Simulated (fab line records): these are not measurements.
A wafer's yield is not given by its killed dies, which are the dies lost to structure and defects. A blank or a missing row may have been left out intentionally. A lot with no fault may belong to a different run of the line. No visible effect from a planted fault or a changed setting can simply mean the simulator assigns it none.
Matching of chambers	flow gf180mcu	cmp-02 running GF_V1_CMP_26: 4 sister chambers
The step polishes, stops on SiO2, t overpolish 15 s, target thk 0 nm. 4 wafers are shown with their chamber, then 8 later ones without.

## WAFERS, EACH WITH ITS CHAMBER
wafer	chamber	motor current A (A)
L740.5	1	9.4
L741.3	2	10.2
L742.5	3	11.6
L748.1	0	12.0

## WAFERS WHOSE CHAMBER IS MISSING
wafer	motor current A (A)
L748.4	10.0
L748.6	9.7
L750.1	11.2
L750.3	9.3
L750.5	11.2
L755.1	10.2
L755.4	9.9
L755.6	11.2

## EACH ONE'S CHAMBER
wafer	from the rows above	in truth
L748.4	can't be placed: 2 or 1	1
L748.6	can't be placed: 1 or 2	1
L750.1	can't be placed: 3 or 0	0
L750.3	1	1
L750.5	can't be placed: 3 or 0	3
L755.1	2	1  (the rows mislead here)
L755.4	can't be placed: 2 or 1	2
L755.6	can't be placed: 3 or 0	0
Correct placement for 1 of the 8. Cannot be placed on the basis of these rows: 6; the candidates contain the true chamber in 6. 1 placed wrongly.
How it was worked out, from the rows above alone: a wafer's distance from a chamber is the root of the sum, over the readings, of the square of ((its reading less the chamber's mean) divided by the reading's scatter). The wafer belongs to the nearest chamber; if the next one is less than 2 further off, it can't be placed. Each chamber's mean is taken over the wafers shown for it. The scatter: root of mean squared gap, hidden wafer to nearest shown wafer, with one shown wafer a chamber.
